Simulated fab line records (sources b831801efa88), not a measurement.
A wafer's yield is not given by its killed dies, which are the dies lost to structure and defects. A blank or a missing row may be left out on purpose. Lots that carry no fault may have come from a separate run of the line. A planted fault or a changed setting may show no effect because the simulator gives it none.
Chamber matching / flow sky130 / SKY_VIA4_CMP_02 on cmp-01 has 4 sister chambers
The step polishes SiO2. 4 wafers are shown with their chamber, then 12 later ones without.

== WAFERS PAIRED WITH THEIR CHAMBERS ==
wafer=L084.3; chamber=1; motor_current_A (A)=12.5
wafer=L085.3; chamber=0; motor_current_A (A)=12.5
wafer=L085.5; chamber=3; motor_current_A (A)=11.9
wafer=L085.6; chamber=2; motor_current_A (A)=11.3

== WAFERS WHOSE CHAMBER IS MISSING ==
wafer=L086.2; motor_current_A (A)=10.9
wafer=L086.5; motor_current_A (A)=11.8
wafer=L086.6; motor_current_A (A)=10.5
wafer=L092.1; motor_current_A (A)=11.7
wafer=L092.2; motor_current_A (A)=12.9
wafer=L092.4; motor_current_A (A)=10.5
wafer=L094.2; motor_current_A (A)=12.1
wafer=L094.3; motor_current_A (A)=11.1
wafer=L094.5; motor_current_A (A)=11.8
wafer=L096.2; motor_current_A (A)=12.6
wafer=L096.5; motor_current_A (A)=11.8
wafer=L096.6; motor_current_A (A)=12.1

== EACH ONE'S CHAMBER ==
wafer=L086.2; from the rows above=can't be placed: 2 or 3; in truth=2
wafer=L086.5; from the rows above=can't be placed: 3 or 2 or 0 or 1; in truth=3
wafer=L086.6; from the rows above=can't be placed: 2 or 3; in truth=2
wafer=L092.1; from the rows above=can't be placed: 3 or 2 or 0 or 1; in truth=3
wafer=L092.2; from the rows above=can't be placed: 0 or 1 or 3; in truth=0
wafer=L092.4; from the rows above=can't be placed: 2 or 3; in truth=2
wafer=L094.2; from the rows above=can't be placed: 3 or 0 or 1 or 2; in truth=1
wafer=L094.3; from the rows above=can't be placed: 2 or 3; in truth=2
wafer=L094.5; from the rows above=can't be placed: 3 or 2 or 0 or 1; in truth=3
wafer=L096.2; from the rows above=can't be placed: 0 or 1 or 3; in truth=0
wafer=L096.5; from the rows above=can't be placed: 3 or 2 or 0 or 1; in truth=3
wafer=L096.6; from the rows above=can't be placed: 3 or 0 or 1 or 2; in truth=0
Correct placement for 0 of the 12. Cannot be placed on the basis of these rows: 12; the candidates contain the true chamber in 12. Number placed wrongly: 0.
How it was worked out, from the rows above alone: a wafer's distance from a chamber is the root of the sum, over the readings, of the square of ((its reading less the chamber's mean) divided by the reading's scatter). The wafer belongs to the nearest chamber; if the next one is less than 2 further off, it can't be placed. Each chamber's mean is taken over the wafers shown for it. The scatter (one wafer shown for each chamber): square how far every hidden wafer sits from the nearest shown wafer, average those squares and take the square root.
